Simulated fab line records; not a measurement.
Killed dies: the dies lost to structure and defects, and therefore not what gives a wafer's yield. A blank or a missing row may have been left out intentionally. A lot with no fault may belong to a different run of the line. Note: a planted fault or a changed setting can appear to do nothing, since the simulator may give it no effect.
One fault seen from 2 desks ; flow sky130 ; every desk sees just its own numbers, and what lay behind them comes last

## FROM THE METROLOGY DESK
Means of the sampled wafers that have a number, per lot and without regard to the tool the lot ran on: this is what the gauges read. The brackets show how far a lot's mean lies from the usual mean; more than 4 standard deviations puts the lot out of limits, marked OUT.
Columns: A = LOCAL_INTERCONNECT_TIN_THK at SKY_LOCAL_INTERCONNECT_THK_MEAS_02, usual 100.0 nm; B = CONTACT_W_RS at SKY_CONTACT_RS_MEAS_25, usual 0.334 ohm/sq; C = CONTACT_W_THK at SKY_CONTACT_THK_MEAS_26, usual 345 nm
lot;first seen here;A;B;C
L383;day 29 20:56;99.9;0.335;340
L385;day 31 02:05;98.9;0.335;343
L387;day 31 08:32;100.4;0.336;339
L392;day 32 06:32;100.2;0.665 (+61) OUT;174 (-27) OUT
L393;day 32 17:45;99.2;0.665 (+61) OUT;174 (-27) OUT
L395;day 33 04:35;100.4;0.333;346
L400;day 35 04:22;101.0;0.326;355
L401;day 35 05:42;100.5;0.331;345
L404;day 36 06:02;100.2;0.328;347
L405;day 36 11:47;99.9;0.339;340
L406;day 36 13:22;100.5;0.334;351
Finding of this desk: L392, L393 out of limits, first seen on L392 at day 34 13:46 (CONTACT_W_RS at SKY_CONTACT_RS_MEAS_25). L383, L385, L387, L395, L400, L401, L404, L405, L406 stayed within limits.

## AT THE TOOL OWNER'S DESK: cvdW-02
The tool's own readings at SKY_CONTACT_CVD_24 (deposits W, target thk 340 nm, time 102.12 s): means of the sampled wafers that have a number, for each lot that ran on this tool. The brackets show how far a lot's mean lies from the usual mean; more than 4 standard deviations puts the lot out of limits, marked OUT.
Columns: A = heaterPowerOuterW at SKY_CONTACT_CVD_24, usual 562 W; B = heaterPowerW at SKY_CONTACT_CVD_24, usual 931 W
lot;first seen here;A;B
L383;day 32 08:49;535;897
L387;day 33 17:32;585;968
L392;day 34 13:40;588;972
L393;day 35 01:05;583;978
L405;day 38 17:16;640;1033
L406;day 38 19:11;593;960
Result from this desk: across the 6 lots, nothing is out of limits.

## PUT TOGETHER
On L392, L393, the metrology desk was in a position to raise an alarm at day 34 13:46.
The tool owner's desk saw nothing out of limits.
Tool owner's desk: L392, L393 on record, inside its limits.
Every lot named ran SKY_CONTACT_CVD_24 on cvdW-02.

## WHAT THE SIMULATOR HAD PUT IN
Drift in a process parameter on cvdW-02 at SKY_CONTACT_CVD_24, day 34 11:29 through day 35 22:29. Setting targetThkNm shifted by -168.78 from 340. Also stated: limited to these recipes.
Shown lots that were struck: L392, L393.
Hours from the fault's start to each desk's first reading out of limits: the metrology desk, 2.
